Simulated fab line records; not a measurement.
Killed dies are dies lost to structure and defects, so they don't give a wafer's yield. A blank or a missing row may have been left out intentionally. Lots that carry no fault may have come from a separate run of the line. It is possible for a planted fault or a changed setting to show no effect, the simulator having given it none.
A lot that was struck, set against a sound lot || flow sky130 || 14 out of 708 route steps
Sound: wafers L215.1, L215.5, L215.6. Struck: wafers L217.3, L217.4, L217.6. At the end, the cause is stated.
Order at every step that has rows: each side's tool, ch and its chambers, its first start. Under that, the readings that differ: sound wafers || struck wafers || difference of the means || sigmas: that difference in standard deviations of wafers without a fault.
alike: a reading whose means differ by less than 2 such deviations, as well as words and numbers matching on both sides. not compared: withheld readings; readings where some wafer has no value; bounds like >300 that might hide an equal value; numbers whose values overlap and for which the record gives no deviation.
Wherever a step has rows on one side only, a row that says differs or no value, or a row with sigmas, the two part there. Numbers that have no deviation but don't overlap get no sigmas and don't part them. Lack of a reading on every wafer of one side parts them only where that side has two or more wafers.

first, 4 steps without rows for these wafers: SKY_FIELD_ISO_SOFTBAKE_09 (time 90 s); SKY_FIELD_ISO_EXPOSE_10 (exposes mask FOM, target cd 150 nm); SKY_FIELD_ISO_PEB_11; SKY_FIELD_ISO_DEVELOP_12 (develop time 60 s).
SKY_FIELD_ISO_CD_MEAS_13: the cd target is 150 nm.
  struck on cdSem-01, day 4 13:07; sound on cdSem-02, day 3 20:46
  alike: cdNm
SKY_FIELD_ISO_ETCH_14: etches BARC in N2/H2, stops on SiO2, time 45.9 s, target depth 60 nm.
  sound on rieDiel-01 ch 1,2,3, day 3 20:53; struck on rieDiel-03 ch 0,1, day 4 13:11
  alike: biasW, chamberPressureMTorr, drypumpMotorCurrentA, oesProductAu, throttleValvePct
  not compared: rfHoursCounterH
SKY_FIELD_ISO_ETCH_15: etches the open film in CHF3/O2, stops on Si, target depth 180 nm, time 72 s.
  sound on rieDiel-01 ch 1,2,3, day 3 20:56; struck on rieDiel-03 ch 0,1, day 4 13:14
  alike: O2_flow_sccm, biasW, drypumpMotorCurrentA, oesProductAu, throttleValvePct
  not compared: rfHoursCounterH
SKY_FIELD_ISO_STRIP_16: strips in O2/N2.
  sound on plasmaAsher-02 ch 0,1, day 3 20:59; struck on plasmaAsher-04 ch 0,1, day 4 13:19
{"reading": "stripTimeToEndpointS (s)", "sound": "3.536 3.504 3.521", "struck": "3.596 3.560 3.586", "difference": "+0.060", "sigmas": "+2"}
  alike: drypumpMotorCurrentA, oesProductAu
  not compared: rfHoursCounterH
SKY_FIELD_ISO_ETCH_17: etches Si in HBr/Cl2/O2, target depth 342 nm, time 97.7 s.
  sound on rieSi-01 ch 0,1,2, day 3 21:05; struck on rieSi-02 ch 0,1,3, day 4 13:23
  alike: HBr_flow_sccm, O2_flow_sccm, biasW, drypumpMotorCurrentA, mfcCl2Sccm, oesProductAu, throttleValvePct
  not compared: rfHoursCounterH
then, 3 steps without rows for these wafers: SKY_FIELD_ISO_WET_ETCH_18 (etches Si3N4 in H3PO4, target depth 25 nm, time 286 s); SKY_FIELD_ISO_CLEAN_19 (cleans in SC1/SC2, time 150 s); SKY_FIELD_ISO_CLEAN_20 (cleans in dHF, time 20 s).
SKY_FIELD_ISO_WET_ETCH_21: etches SiO2 in dHF, target depth 20 nm, time 400 s.
  sound on wetBench-02 ch 0, day 3 21:19; struck on wetBench-03 ch 2, day 4 13:37
  no value came back on the struck wafers for bathHeatDutyPct (%), runLengthS (s), tempC (C); on the sound wafers bathHeatDutyPct (%) reads 6.8 5.6 5.5
then, 1 step without rows for these wafers: SKY_FIELD_ISO_OXIDATION_22 (stabilise 600 s, purge 300 s, target thk 10 nm).

== WHERE THEY PART ==
Earliest at SKY_FIELD_ISO_STRIP_16; latest, in this record, at SKY_FIELD_ISO_WET_ETCH_21.

WHY: what the simulator had put in
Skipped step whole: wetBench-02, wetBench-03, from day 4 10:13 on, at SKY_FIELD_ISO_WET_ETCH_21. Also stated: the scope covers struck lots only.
